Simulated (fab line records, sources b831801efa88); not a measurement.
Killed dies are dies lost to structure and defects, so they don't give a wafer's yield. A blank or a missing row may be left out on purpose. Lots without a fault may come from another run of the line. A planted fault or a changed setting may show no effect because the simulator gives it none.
A struck lot beside a sound one | flow sky130 | 26 steps out of a route of 708
Sound: wafers L523.1, L523.4, L523.5. Struck: wafers L530.2, L530.4, L530.6. The cause comes at the end.
At each step with rows: each side's tool, then ch and its chambers, then its first start. Under that, the readings that differ: sound wafers | struck wafers | difference of the means | sigmas: that difference in standard deviations of wafers without a fault.
alike: readings whose means differ by less than 2 such deviations, and words and numbers that are the same on both sides. not compared: withheld readings, readings that some wafer has no value for, bounds like >300 that may hide the same value, and numbers for which the record gives no deviation and whose values overlap.
The two part at a step that has a row with sigmas, a row that says differs or no value, or rows on one side only. Numbers that don't overlap but have no deviation are shown without sigmas and don't part them. A reading that every wafer of one side lacks parts them only if that side has two wafers or more.

first, 3 steps without rows for these wafers: SKY_LDD_N_EXPOSE_04 (exposes mask NTM, target cd 840 nm); SKY_LDD_N_PEB_05; SKY_LDD_N_DEVELOP_06 (develop time 60 s).
SKY_LDD_N_OVL_MEAS_07:
  sound on overlay-02, day 19 07:44; struck on overlay-02, day 22 01:39
  alike: LDD_N_OVL
then, 8 steps without rows for these wafers: SKY_LDD_N_IMPLANT_08; SKY_LDD_N_IMPLANT_09; SKY_LDD_N_IMPLANT_10; SKY_LDD_N_IMPLANT_11; SKY_LDD_N_IMPLANT_12; SKY_LDD_N_IMPLANT_13; SKY_LDD_N_IMPLANT_14; SKY_LDD_N_IMPLANT_15.
SKY_LDD_N_STRIP_16: strips in O2/N2.
  sound on plasma_asher-01 ch 0,1, day 19 08:59; struck on plasma_asher-03 ch 0,1, day 22 02:53
  reading                                    | sound                | struck               | difference                    | sigmas
  chamber_pressure_mTorr (mTorr)             | 1501.1 1502.8 1499.3 | 1527.7 1523.0 1488.1 | +11.9                         | +8
  oes_product_au (a.u.)                      | 0.407 0.409 0.410    | 0.544 0.606 0.606    | +0.177                        | +42
  strip_time_to_endpoint_s (s)               | 4.314 4.319 4.320    | - - -                | no value on the struck wafers |
  model.NOVOLAK_of_LDD_N_COAT_02.thk_nm (nm) | 0 0 0                | 241.8 242.6 241.9    | +242.1                        |
  alike: drypump_motor_current_A
  not compared: rf_hours_counter_h
SKY_LDD_N_TW_MEAS_17:
  sound on film_metro-03, day 19 09:05; struck on film_metro-04, day 22 02:59
  alike: LDD_N_TW
then, 7 steps without rows for these wafers: SKY_LDD_P_DEHYDRATE_00 (time 60 s); SKY_LDD_P_HMDS_01 (prime time 60 s); SKY_LDD_P_COAT_02 (resist thk 1140 nm); SKY_LDD_P_SOFTBAKE_03 (time 60 s); SKY_LDD_P_EXPOSE_04 (exposes mask PSDM, target cd 380 nm); SKY_LDD_P_PEB_05; SKY_LDD_P_DEVELOP_06 (develop time 60 s).
SKY_LDD_P_CD_MEAS_07: target cd 380 nm.
  sound on cd_sem-02, day 20 15:35; struck on cd_sem-02, day 23 08:34
  alike: cd_nm
SKY_LDD_P_OVL_MEAS_08:
  sound on overlay-02, day 20 15:43; struck on overlay-02, day 23 08:40
  alike: LDD_P_OVL
then, 1 step without rows for these wafers: SKY_LDD_P_IMPLANT_09.
SKY_LDD_P_STRIP_10: strips in O2/N2.
  sound on plasma_asher-02 ch 0,1, day 20 15:54; struck on plasma_asher-04 ch 0,1, day 23 08:51
  reading                      | sound             | struck            | difference | sigmas
  strip_time_to_endpoint_s (s) | 14.12 14.16 14.16 | 17.83 17.89 17.82 | +3.70      | +76
  alike: chamber_pressure_mTorr, drypump_motor_current_A, oes_product_au
  not compared: rf_hours_counter_h
SKY_LDD_P_TW_MEAS_11:
  sound on film_metro-02, day 20 16:00; struck on film_metro-03, day 23 09:11
  reading  | sound       | struck   | difference | sigmas
  LDD_P_TW | 635 639 639 | 30 30 30 | -608       | -99 or more
  not compared: hold

WHERE THEY PART
First at SKY_LDD_N_STRIP_16; last, within this record, at SKY_LDD_P_TW_MEAS_11.

WHY: what the simulator had put in
Strip aborted: plasma_asher-03, from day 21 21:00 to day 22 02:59, at SKY_LDD_N_STRIP_16. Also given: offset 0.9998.
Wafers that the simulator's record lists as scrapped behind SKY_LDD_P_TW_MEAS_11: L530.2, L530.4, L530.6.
